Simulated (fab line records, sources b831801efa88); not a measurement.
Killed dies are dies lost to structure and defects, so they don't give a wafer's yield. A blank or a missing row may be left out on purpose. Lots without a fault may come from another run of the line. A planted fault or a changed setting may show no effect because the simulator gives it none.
A struck lot beside a sound one | flow gf180mcu | 20 steps out of a route of 602
Sound: wafers L172.1, L172.2, L172.4. Struck: wafers L163.3, L163.4, L163.6. The cause comes at the end.
At each step with rows: each side's tool, then ch and its chambers, then its first start. Under that, the readings that differ: sound wafers | struck wafers | difference of the means | sigmas: that difference in standard deviations of wafers without a fault.
alike: readings whose means differ by less than 2 such deviations, and words and numbers that are the same on both sides. not compared: withheld readings, readings that some wafer has no value for, bounds like >300 that may hide the same value, and numbers for which the record gives no deviation and whose values overlap.
The two part at a step that has a row with sigmas, a row that says differs or no value, or rows on one side only. Numbers that don't overlap but have no deviation are shown without sigmas and don't part them. A reading that every wafer of one side lacks parts them only if that side has two wafers or more.

first, 4 steps without rows for these wafers: GF_MIM_SOFTBAKE_15 (time 60 s); GF_MIM_EXPOSE_16 (exposes mask FuseTop, target cd 2000 nm); GF_MIM_PEB_17; GF_MIM_DEVELOP_18 (develop time 60 s).
GF_MIM_METAL_ETCH_19: etches the open film in Cl2/BCl3, stops on Si3N4, target depth 324.5 nm, time 54.1 s.
  sound on rie_metal-02 ch 0,1, day 29 23:07; struck on rie_metal-04 ch 0,1, day 27 10:32
  reading               | sound             | struck            | difference | sigmas
  bcl3_flow_sccm (sccm) | 39.89 40.17 40.26 | 39.81 39.73 39.87 | -0.30      | -2
  alike: chamber_pressure_mTorr, drypump_motor_current_A, oes_product_au, throttle_valve_pct
  not compared: rf_hours_counter_h
GF_MIM_STRIP_20: strips in O2/N2.
  sound on plasma_asher-01 ch 0,1, day 29 23:11; struck on plasma_asher-04 ch 0,1, day 27 10:37
  alike: chamber_pressure_mTorr, drypump_motor_current_A, heater_power_w, oes_product_au, strip_time_to_endpoint_s
  not compared: rf_hours_counter_h
then, 6 steps without rows for these wafers: GF_MIM_STRIP_21 (strips in post etch residue remover, time 1200 s); GF_MIM_CLEAN_22 (cleans in DIW); GF_M5_DEHYDRATE_00 (time 60 s); GF_M5_HMDS_01 (prime time 60 s); GF_M5_COAT_02 (resist thk 1000 nm); GF_M5_SOFTBAKE_03 (time 60 s).
GF_M5_EXPOSE_04: exposes mask Metal5, target cd 280 nm.
  sound on krf_scanner-02 ch 0, day 30 08:40; struck on krf_scanner-01 ch 0, day 27 21:55
  alike: mask
then, 2 steps without rows for these wafers: GF_M5_PEB_05 (peb time 90 s); GF_M5_DEVELOP_06 (develop time 60 s).
GF_M5_CD_MEAS_07: target cd 280 nm.
  sound on cd_sem-02, day 30 17:45; struck on cd_sem-02, day 28 06:48
  reading    | sound             | struck            | difference | sigmas
  cd_nm (nm) | 281.2 279.6 279.7 | 255.3 216.3 195.1 | -57.9      | -48
GF_M5_OVL_MEAS_08:
  sound on overlay-01, day 30 17:52; struck on overlay-01, day 28 06:53
  reading     | sound | struck     | difference | sigmas
  M5_OVL (nm) | 8 6 7 | -8 -14 -13 | -19        | -3
GF_M5_ETCH_09: etches Si3N4 in CF4/O2, target depth 52 nm, time 11.6 s.
  sound on rie_diel-03 ch 0,1,3, day 30 17:55; struck on rie_diel-03 ch 2,3, day 28 06:55
  reading             | sound             | struck            | difference | sigmas
  model.M5.cd_nm (nm) | 280.8 279.8 279.8 | 255.3 216.4 195.2 | -57.8      |
  alike: O2_flow_sccm, cf4_flow_sccm, chamber_pressure_mTorr, drypump_motor_current_A, oes_product_au, throttle_valve_pct
  not compared: rf_hours_counter_h
GF_M5_METAL_ETCH_10: etches the open film in Cl2/BCl3, stops on SiO2, target depth 627.5 nm, time 104.6 s.
  sound on rie_metal-02 ch 0,1, day 30 17:56; struck on rie_metal-01 ch 0,1, day 28 06:58
  reading             | sound             | struck          | difference | sigmas
  model.M5.cd_nm (nm) | 281.6 278.3 281.2 | 255.9 217 192.3 | -58.6      |
  alike: bcl3_flow_sccm, chamber_pressure_mTorr, drypump_motor_current_A, oes_product_au, throttle_valve_pct
  not compared: rf_hours_counter_h
GF_M5_STRIP_11: strips in O2/N2.
  sound on plasma_asher-02 ch 0,1, day 30 18:03; struck on plasma_asher-04 ch 0,1, day 28 07:05
  reading                      | sound          | struck         | difference | sigmas
  heater_power_w (W)           | 348 380 393    | 329 305 317    | -57        | -2
  strip_time_to_endpoint_s (s) | 7.60 7.58 7.58 | 7.52 7.50 7.54 | -0.07      | -2
  alike: chamber_pressure_mTorr, drypump_motor_current_A, oes_product_au
  not compared: rf_hours_counter_h

WHERE THEY PART
First at GF_MIM_METAL_ETCH_19; last, within this record, at GF_M5_STRIP_11.

WHY: what the simulator had put in
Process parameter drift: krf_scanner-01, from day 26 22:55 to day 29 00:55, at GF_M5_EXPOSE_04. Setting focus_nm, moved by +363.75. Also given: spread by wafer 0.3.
